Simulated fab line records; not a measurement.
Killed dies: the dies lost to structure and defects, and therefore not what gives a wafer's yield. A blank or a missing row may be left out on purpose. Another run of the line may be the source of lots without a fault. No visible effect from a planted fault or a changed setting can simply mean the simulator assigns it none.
Which tool is to blame? || flow sky130 || 12 lots, 36 wafers sampled, at 5 steps of a route of 708

== WHAT THE GAUGES READ, wafer by wafer ==
SKY_VIA3_THK_MEAS_01.
{"lot": "L196", "measured": "day 38 13:00", "on": "filmMetro-02", "VIA3_HDPCVD_THK (nm)": "1596 1596 1554"}
{"lot": "L198", "measured": "day 39 08:50", "on": "filmMetro-04", "VIA3_HDPCVD_THK (nm)": "1569 1538 1568"}
{"lot": "L199", "measured": "day 39 23:19", "on": "filmMetro-01", "VIA3_HDPCVD_THK (nm)": "1601 2110 2090"}
{"lot": "L201", "measured": "day 40 13:55", "on": "filmMetro-04", "VIA3_HDPCVD_THK (nm)": "2061 2102 1576"}
{"lot": "L206", "measured": "day 41 17:50", "on": "filmMetro-02", "VIA3_HDPCVD_THK (nm)": "1573 1600 1561"}
{"lot": "L210", "measured": "day 42 21:54", "on": "filmMetro-01", "VIA3_HDPCVD_THK (nm)": "1558 1571 1556"}
{"lot": "L211", "measured": "day 43 06:41", "on": "filmMetro-02", "VIA3_HDPCVD_THK (nm)": "1578 1585 1600"}
{"lot": "L212", "measured": "day 43 15:48", "on": "filmMetro-01", "VIA3_HDPCVD_THK (nm)": "1613 1597 1597"}
{"lot": "L214", "measured": "day 44 08:35", "on": "filmMetro-01", "VIA3_HDPCVD_THK (nm)": "1557 1557 1549"}
{"lot": "L216", "measured": "day 44 11:38", "on": "filmMetro-04", "VIA3_HDPCVD_THK (nm)": "1549 1556 1563"}
{"lot": "L215", "measured": "day 44 13:43", "on": "filmMetro-01", "VIA3_HDPCVD_THK (nm)": "1605 1569 1578"}
{"lot": "L217", "measured": "day 44 17:46", "on": "filmMetro-04", "VIA3_HDPCVD_THK (nm)": "1569 1585 1606"}

SKY_VIA3_OVL_MEAS_13.
{"lot": "L196", "measured": "day 39 14:31", "on": "overlay-01", "VIA3_OVL (nm)": "1 6 2"}
{"lot": "L198", "measured": "day 40 10:19", "on": "overlay-01", "VIA3_OVL (nm)": "-1 3 1"}
{"lot": "L199", "measured": "day 41 00:28", "on": "overlay-02", "VIA3_OVL (nm)": "3 1 -1"}
{"lot": "L201", "measured": "day 41 14:38", "on": "overlay-01", "VIA3_OVL (nm)": "5 5 4"}
{"lot": "L206", "measured": "day 42 18:07", "on": "overlay-02", "VIA3_OVL (nm)": "18 9 12"}
{"lot": "L210", "measured": "day 43 21:24", "on": "overlay-02", "VIA3_OVL (nm)": "12 8 6"}
{"lot": "L211", "measured": "day 44 06:34", "on": "overlay-02", "VIA3_OVL (nm)": "6 4 4"}
{"lot": "L212", "measured": "day 44 15:37", "on": "overlay-02", "VIA3_OVL (nm)": "4 3 8"}
{"lot": "L214", "measured": "day 45 06:49", "on": "overlay-02", "VIA3_OVL (nm)": "1 1 -1"}
{"lot": "L216", "measured": "day 45 09:31", "on": "overlay-02", "VIA3_OVL (nm)": "7 6 3"}
{"lot": "L215", "measured": "day 45 11:10", "on": "overlay-02", "VIA3_OVL (nm)": "3 7 2"}
{"lot": "L217", "measured": "day 45 15:41", "on": "overlay-02", "VIA3_OVL (nm)": "17 12 6"}

== EACH LOT AND THE TOOL THAT RAN IT (in order: tool; ch and the chambers of the sampled wafers; start) ==
{"lot": "L196", "SKY_METAL3_SPUTTER_04": "pvdSputter-04, day 36 07:10", "SKY_CAPM_SPUTTER_02": "pvdSputter-02, day 36 07:18", "SKY_VIA3_HDPCVD_00": "hdpcvd-02 ch 0,1,2, day 38 12:50"}
{"lot": "L198", "SKY_METAL3_SPUTTER_04": "pvdSputter-03, day 37 05:01", "SKY_CAPM_SPUTTER_02": "pvdSputter-01, day 37 05:09", "SKY_VIA3_HDPCVD_00": "hdpcvd-01 ch 0,1,2, day 39 08:40"}
{"lot": "L199", "SKY_METAL3_SPUTTER_04": "pvdSputter-03, day 37 19:28", "SKY_CAPM_SPUTTER_02": "pvdSputter-02, day 37 19:36", "SKY_VIA3_HDPCVD_00": "hdpcvd-01 ch 0,2, day 39 23:08"}
{"lot": "L201", "SKY_METAL3_SPUTTER_04": "pvdSputter-04, day 38 10:11", "SKY_CAPM_SPUTTER_02": "pvdSputter-01, day 38 10:19", "SKY_VIA3_HDPCVD_00": "hdpcvd-01 ch 0,1,2, day 40 13:47"}
{"lot": "L206", "SKY_METAL3_SPUTTER_04": "pvdSputter-03, day 39 14:38", "SKY_CAPM_SPUTTER_02": "pvdSputter-02, day 39 14:46", "SKY_VIA3_HDPCVD_00": "hdpcvd-02 ch 0,1,2, day 41 17:43"}
{"lot": "L210", "SKY_METAL3_SPUTTER_04": "pvdSputter-04, day 40 20:37", "SKY_CAPM_SPUTTER_02": "pvdSputter-01, day 40 20:45", "SKY_VIA3_HDPCVD_00": "hdpcvd-02 ch 0,1,2, day 42 21:44"}
{"lot": "L211", "SKY_METAL3_SPUTTER_04": "pvdSputter-01, day 41 05:07", "SKY_CAPM_SPUTTER_02": "pvdSputter-02, day 41 05:15", "SKY_VIA3_HDPCVD_00": "hdpcvd-02 ch 0,2, day 43 06:31"}
{"lot": "L212", "SKY_METAL3_SPUTTER_04": "pvdSputter-04, day 41 15:22", "SKY_CAPM_SPUTTER_02": "pvdSputter-03, day 41 15:30", "SKY_VIA3_HDPCVD_00": "hdpcvd-01 ch 0,2, day 43 15:37"}
{"lot": "L214", "SKY_METAL3_SPUTTER_04": "pvdSputter-01, day 42 09:49", "SKY_CAPM_SPUTTER_02": "pvdSputter-03, day 42 10:00", "SKY_VIA3_HDPCVD_00": "hdpcvd-02 ch 0,1,2, day 44 08:25"}
{"lot": "L216", "SKY_METAL3_SPUTTER_04": "pvdSputter-03, day 42 11:01", "SKY_CAPM_SPUTTER_02": "pvdSputter-02, day 42 11:09", "SKY_VIA3_HDPCVD_00": "hdpcvd-02 ch 0,2, day 44 11:28"}
{"lot": "L215", "SKY_METAL3_SPUTTER_04": "pvdSputter-03, day 42 13:41", "SKY_CAPM_SPUTTER_02": "pvdSputter-01, day 42 13:49", "SKY_VIA3_HDPCVD_00": "hdpcvd-01 ch 0,1, day 44 13:32"}
{"lot": "L217", "SKY_METAL3_SPUTTER_04": "pvdSputter-03, day 42 18:07", "SKY_CAPM_SPUTTER_02": "pvdSputter-02, day 42 18:15", "SKY_VIA3_HDPCVD_00": "hdpcvd-01 ch 0,1,2, day 44 17:36"}
- SKY_METAL3_SPUTTER_04: material TiN, target thk 70 nm, time 58.3 s.
- SKY_CAPM_SPUTTER_02: material TiN, target thk 200 nm, time 166.7 s.
- SKY_VIA3_HDPCVD_00: deposits SiO2, target thk 1635 nm, time 262 s.

== AS READ BY THE TOOLS THEMSELVES (means over the sampled wafers that have a number; for cases with no such wafer, the mark the record gives instead) ==
SKY_METAL3_SPUTTER_04.
{"lot": "L196", "tool": "pvdSputter-04", "throttleValvePct (%)": 29.7}
{"lot": "L198", "tool": "pvdSputter-03", "throttleValvePct (%)": 30.2}
{"lot": "L199", "tool": "pvdSputter-03", "throttleValvePct (%)": 30.3}
{"lot": "L201", "tool": "pvdSputter-04", "throttleValvePct (%)": 29.6}
{"lot": "L206", "tool": "pvdSputter-03", "throttleValvePct (%)": 29.5}
{"lot": "L210", "tool": "pvdSputter-04", "throttleValvePct (%)": 29.9}
{"lot": "L211", "tool": "pvdSputter-01", "throttleValvePct (%)": 30.0}
{"lot": "L212", "tool": "pvdSputter-04", "throttleValvePct (%)": 30.7}
{"lot": "L214", "tool": "pvdSputter-01", "throttleValvePct (%)": 29.6}
{"lot": "L216", "tool": "pvdSputter-03", "throttleValvePct (%)": 30.4}
{"lot": "L215", "tool": "pvdSputter-03", "throttleValvePct (%)": 29.3}
{"lot": "L217", "tool": "pvdSputter-03", "throttleValvePct (%)": 30.1}

SKY_CAPM_SPUTTER_02.
{"lot": "L196", "tool": "pvdSputter-02", "throttleValvePct (%)": 29.7}
{"lot": "L198", "tool": "pvdSputter-01", "throttleValvePct (%)": 29.7}
{"lot": "L199", "tool": "pvdSputter-02", "throttleValvePct (%)": 29.4}
{"lot": "L201", "tool": "pvdSputter-01", "throttleValvePct (%)": 29.7}
{"lot": "L206", "tool": "pvdSputter-02", "throttleValvePct (%)": 29.2}
{"lot": "L210", "tool": "pvdSputter-01", "throttleValvePct (%)": 29.4}
{"lot": "L211", "tool": "pvdSputter-02", "throttleValvePct (%)": 29.5}
{"lot": "L212", "tool": "pvdSputter-03", "throttleValvePct (%)": 29.3}
{"lot": "L214", "tool": "pvdSputter-03", "throttleValvePct (%)": 30.3}
{"lot": "L216", "tool": "pvdSputter-02", "throttleValvePct (%)": 29.2}
{"lot": "L215", "tool": "pvdSputter-01", "throttleValvePct (%)": 29.5}
{"lot": "L217", "tool": "pvdSputter-02", "throttleValvePct (%)": 28.5}

SKY_VIA3_HDPCVD_00.
{"lot": "L196", "tool": "hdpcvd-02", "pressureMtorr (mTorr)": 6.012}
{"lot": "L198", "tool": "hdpcvd-01", "pressureMtorr (mTorr)": 6.009}
{"lot": "L199", "tool": "hdpcvd-01", "pressureMtorr (mTorr)": 5.998}
{"lot": "L201", "tool": "hdpcvd-01", "pressureMtorr (mTorr)": 5.998}
{"lot": "L206", "tool": "hdpcvd-02", "pressureMtorr (mTorr)": 6.004}
{"lot": "L210", "tool": "hdpcvd-02", "pressureMtorr (mTorr)": 6.011}
{"lot": "L211", "tool": "hdpcvd-02", "pressureMtorr (mTorr)": 6.017}
{"lot": "L212", "tool": "hdpcvd-01", "pressureMtorr (mTorr)": 5.997}
{"lot": "L214", "tool": "hdpcvd-02", "pressureMtorr (mTorr)": 6.002}
{"lot": "L216", "tool": "hdpcvd-02", "pressureMtorr (mTorr)": 6.005}
{"lot": "L215", "tool": "hdpcvd-01", "pressureMtorr (mTorr)": 6.002}
{"lot": "L217", "tool": "hdpcvd-01", "pressureMtorr (mTorr)": 6.003}

== THE ANSWER, worked out from the rows above alone ==
Rule: usual is defined by the lots themselves. The widest of any qualifying gaps counts: lots, ordered by their means at a reading, are off when they make up no more than a third of the lots, leave a main group of 4 or more, and stand apart from it by 3 or more times the standard deviation of that group's means. A main group is skipped when, at the precision printed for the reading in the tables above, its means are all equal. A lot without any number at a reading at which 4 lots or more have one is off too. The other lots that the step has rows for count as sound. First the gauges in route order, then the tools' own readings, where a lot's mean is used as printed above. At the first step where some lot is off, the reading lying furthest off is the one used; lots without a number count as furthest.
Off: L199, L201, seen at SKY_VIA3_THK_MEAS_01 (VIA3_HDPCVD_THK). The main group has a mean of 1575 nm with a standard deviation of 16.
If a tool, at a process step before that reading, ran all the lots that are off and no sound lot after the first of them, it fits. Gauges at SKY_VIA3_THK_MEAS_01: tried the same way as those tools. Of those tried, none fits.

== WHAT THE SIMULATOR PUT IN ==
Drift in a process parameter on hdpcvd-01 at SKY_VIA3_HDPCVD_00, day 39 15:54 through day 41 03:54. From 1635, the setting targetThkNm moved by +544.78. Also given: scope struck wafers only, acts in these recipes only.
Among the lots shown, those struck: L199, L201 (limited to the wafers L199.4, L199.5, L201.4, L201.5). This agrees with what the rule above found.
